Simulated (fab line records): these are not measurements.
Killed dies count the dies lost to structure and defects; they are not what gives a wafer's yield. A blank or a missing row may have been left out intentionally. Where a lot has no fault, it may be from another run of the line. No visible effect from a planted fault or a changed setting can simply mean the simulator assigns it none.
Lot-split experiment | flow gf180mcu | 23 wafers read across 5 lots, on a route 602 steps long

## THE SPLIT
At GF_MVPSD_IMPLANT_08, the setting dose-cm2 was moved away from the recipe's 1.5e+13 on 5 of the 23 wafers read, by -2.9% to +6.9%. This setting was run at the recipe's value on the other wafers.

## FROM THE SPLIT TO THE READING: what the file shows between them, 10 steps
- GF_MVPSD_IMPLANT_09
- GF_MVPSD_STRIP_10: strips in O2/N2
- GF_MVPSD_TW_MEAS_11
- GF_VT_IMPLANT_SOFTBAKE_03: time 60 s (also split here: temp-c)
- GF_VT_IMPLANT_EXPOSE_04: exposes mask LVPWELL LV AREA, target cd 600 nm
- GF_VT_IMPLANT_PEB_05
- GF_VT_IMPLANT_IMPLANT_08
- GF_VT_IMPLANT_STRIP_09: strips in O2/N2
- GF_VT_IMPLANT_IMPLANT_41 (also split here: energy-kev)
- GF_VT_IMPLANT_STRIP_42: strips in O2/N2

## THE READING
MVPSD_RS, in ohm/sq, at GF_VT_IMPLANT_RS_MEAS_49 (measures by four-point-probe). On this fab line, fault-free wafers typically give 1166.8 ohm/sq with a standard deviation of 2.9 ohm/sq.

wafer  | tool, chamber at the split | dose-cm2 as run | against the recipe | MVPSD_RS, ohm/sq | against lot-mates on the recipe
L076.1 | implanter-01, 0            | 1.5e+13         | recipe             | 1162.6           | -
L076.2 | implanter-01, 0            | 1.5e+13         | recipe             | 1165.2           | -
L076.3 | implanter-01, 0            | 1.5e+13         | recipe             | 1165.7           | -
L076.4 | implanter-01, 0            | 1.5e+13         | recipe             | 1163.4           | -
L076.5 | implanter-01, 0            | 1.5e+13         | recipe             | 1162.3           | -
L078.2 | implanter-02, 0            | 1.5e+13         | recipe             | 1164.3           | -
L078.3 | implanter-02, 0            | 1.5e+13         | recipe             | 1163.9           | -
L078.4 | implanter-02, 0            | 1.5e+13         | recipe             | 1162.8           | -
L078.5 | implanter-02, 0            | 1.5e+13         | recipe             | 1165.9           | -
L078.6 | implanter-02, 0            | 1.5e+13         | recipe             | 1167.2           | -
L079.1 | implanter-01, 0            | 1.5e+13         | recipe             | 1168.8           | -
L079.4 | implanter-01, 0            | 1.5e+13         | recipe             | 1167.5           | -
L079.5 | implanter-01, 0            | 1.5e+13         | recipe             | 1168.4           | -
L082.1 | implanter-02, 0            | 1.5e+13         | recipe             | 1169.8           | -
L082.2 | implanter-02, 0            | 1.456e+13       | -2.9%              | 1186.3           | +18.2
L082.3 | implanter-02, 0            | 1.5e+13         | recipe             | 1166.3           | -
L082.5 | implanter-02, 0            | 1.456e+13       | -2.9%              | 1184.9           | +16.9
L082.6 | implanter-02, 0            | 1.456e+13       | -2.9%              | 1189.3           | +21.2
L084.1 | implanter-02, 0            | 1.603e+13       | +6.9%              | 1129.5           | -34.8
L084.2 | implanter-02, 0            | 1.5e+13         | recipe             | 1166.6           | -
L084.4 | implanter-02, 0            | 1.5e+13         | recipe             | 1164.4           | -
L084.5 | implanter-02, 0            | 1.5e+13         | recipe             | 1162.0           | -
L084.6 | implanter-02, 0            | 1.603e+13       | +6.9%              | 1126.7           | -37.6

FIT RESULTS
A straight line over all 23 wafers: MVPSD_RS changes by -5.87 ohm/sq for each +1% of dose-cm2; r = -0.98; the points scatter about the line by 2.8 ohm/sq.
The same after taking each lot's own level away (the mean of its wafers on the recipe; 23 wafers): -5.54 ohm/sq for each +1%; r = -0.99; scatter 1.9 ohm/sq.
That fit puts the effect of the largest move of dose-cm2 on the reading at 38 ohm/sq.
The lots' own levels span 1163.84 to 1168.23 ohm/sq, that is 1.5 times the standard deviation above.
Consequently the slope shifts little with the lot-to-lot level, the two slopes agreeing.
Check: for one of the wafers moved furthest among these (+6.9%), held out of the fit, the line's prediction against its lot-mates is -39.5 ohm/sq. It came out at -34.8 ohm/sq against them.

## OTHER SPLITS ON THESE WAFERS
These wafers also went through other splits before the reading. Each is held against what the fit with the lots' levels taken away leaves over:
other split on the same wafers      | wafers away from the commonest value | r with MVPSD_RS (lot level and that fit taken away)
GF_STI_OXIDATION_01 temp-c          | 10                                   | +0.01
GF_STI_PEB_10 peb-time-s            | 5                                    | -0.54
GF_DNWELL_COAT_02 resist-thk-nm     | 9                                    | -0.13
GF_DNWELL_DEVELOP_06 develop-time-s | 9                                    | -0.16
GF_NWELL_EXPOSE_04 dose-mj          | 10                                   | +0.06
GF_MVSD_STRIP_10 power-w            | 7                                    | -0.14
GF_VT_IMPLANT_SOFTBAKE_03 temp-c    | 9                                    | +0.01
GF_VT_IMPLANT_IMPLANT_41 energy-kev | 4                                    | +0.10

## THE WHOLE CHAIN: every reading that the file lists as answering this split, in the file's order
step                     | what it does                 | reading  | change (the file's fit)           | r (the file's)
GF_MVPSD_TW_MEAS_11      |                              | MVPSD_TW | +1.62 for each +1% of the setting | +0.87
GF_VT_IMPLANT_RS_MEAS_49 | measures by four-point-probe | MVPSD_RS | -5.45 for each +1% of the setting | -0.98

## THE FILE'S OWN FIT
MVPSD_RS changes by -5.45 ohm/sq for each +1% of dose-cm2, r = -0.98.
